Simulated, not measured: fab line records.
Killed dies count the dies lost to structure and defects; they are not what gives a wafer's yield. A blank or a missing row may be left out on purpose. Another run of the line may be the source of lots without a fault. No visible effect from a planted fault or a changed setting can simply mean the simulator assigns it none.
A lot that was struck, set against a sound lot | flow gf180mcu | 27 out of 602 route steps
Sound: the wafers L757.1, L757.3, L757.5. Wafers L753.3, L753.4, L753.5 were the ones struck. The cause is named last.
Each step with rows lists, per side, the tool, then ch with its chambers, then its first start. Under that, the readings that differ: sound wafers | struck wafers | difference of the means | sigmas: that difference in standard deviations of wafers without a fault.
alike: readings with means less than 2 such deviations apart, plus words and numbers identical on both sides. not compared: withheld readings, readings lacking a value on some wafer, bounds such as >300 that could conceal the same value, and numbers that have no deviation in the record and whose values overlap.
A row with sigmas, a row that says differs or no value, or rows on one side alone: a step with any of these is where the two part. Numbers that have no deviation but don't overlap get no sigmas and don't part them. Lack of a reading on every wafer of one side parts them only where that side has two or more wafers.

first, 3 steps without rows for these wafers: GF_STI_WET_ETCH_27 (etches Si3N4 in H3PO4, target depth 160 nm, time 1825 s); GF_STI_WET_ETCH_28 (etches SiO2 in dHF, target depth 20 nm, time 40 s); GF_STI_OXIDATION_29 (stabilise 600 s, purge 300 s, target thk 10 nm).
GF_STI_THK_MEAS_30:
  sound on film_metro-04, day 4 15:25; struck on film_metro-03, day 3 17:58
  alike: STI_OXIDATION_02_THK
then, 8 steps without rows for these wafers: GF_DNWELL_DEHYDRATE_00 (time 60 s); GF_DNWELL_HMDS_01 (prime time 60 s); GF_DNWELL_COAT_02 (resist thk 3000 nm); GF_DNWELL_SOFTBAKE_03; GF_DNWELL_EXPOSE_04 (exposes mask DNWELL, target cd 1700 nm); GF_DNWELL_PEB_05; GF_DNWELL_DEVELOP_06 (develop time 60 s); GF_DNWELL_IMPLANT_07.
GF_DNWELL_STRIP_08: strips in O2/N2.
  sound on plasma_asher-01 ch 1, day 5 05:33; struck on plasma_asher-03 ch 0,1, day 4 07:55
  no value came back on the struck wafers for any of 5 readings (chamber_pressure_mTorr (mTorr), drypump_motor_current_A (A) and others); on the sound wafers chamber_pressure_mTorr (mTorr) reads 1499.2 1502.0 1498.7
  reading                                  | sound | struck         | difference | sigmas
  model.coat_of_DNWELL_COAT_02.thk_nm (nm) | 0 0 0 | 2988 3001 2994 | +2994      |
  not compared: rf_hours_counter_h
GF_DNWELL_TW_MEAS_09:
  sound on film_metro-03, day 5 05:39; struck on film_metro-03, day 4 08:00
  alike: DNWELL_TW
then, 7 steps without rows for these wafers: GF_NWELL_DEHYDRATE_00 (time 60 s); GF_NWELL_HMDS_01 (prime time 60 s); GF_NWELL_COAT_02 (resist thk 3000 nm); GF_NWELL_SOFTBAKE_03; GF_NWELL_EXPOSE_04 (exposes mask Nwell, target cd 860 nm); GF_NWELL_PEB_05; GF_NWELL_DEVELOP_06 (develop time 60 s).
GF_NWELL_OVL_MEAS_07:
  sound on overlay-01, day 5 20:14; struck on overlay-02, day 4 21:30
  alike: NWELL_OVL
then, 2 steps without rows for these wafers: GF_NWELL_IMPLANT_08; GF_NWELL_IMPLANT_09.
GF_NWELL_STRIP_10: strips in O2/N2.
  sound on plasma_asher-03 ch 0,1, day 5 20:34; struck on plasma_asher-04 ch 0,1, day 4 21:51
  reading                      | sound             | struck            | difference | sigmas
  oes_product_au (a.u.)        | 0.724 0.718 0.724 | 0.735 0.746 0.753 | +0.023     | +5
  strip_time_to_endpoint_s (s) | 37.23 37.19 37.15 | 81.18 81.36 81.28 | +44.08     | +99 or more
  alike: chamber_pressure_mTorr, drypump_motor_current_A, heater_power_w
  not compared: rf_hours_counter_h
GF_NWELL_TW_MEAS_11:
  sound on film_metro-04, day 5 20:40; struck on film_metro-02, day 4 21:56
  reading  | sound          | struck   | difference | sigmas
  NWELL_TW | 1555 1562 1556 | 30 30 30 | -1528      | -99 or more
then, 1 step without rows for these wafers: GF_LVPWELL_DEHYDRATE_00 (time 60 s).

## WHERE THEY PART
At GF_DNWELL_STRIP_08 first; at GF_NWELL_TW_MEAS_11 last (within this record only).

WHY: the cause the simulator had injected
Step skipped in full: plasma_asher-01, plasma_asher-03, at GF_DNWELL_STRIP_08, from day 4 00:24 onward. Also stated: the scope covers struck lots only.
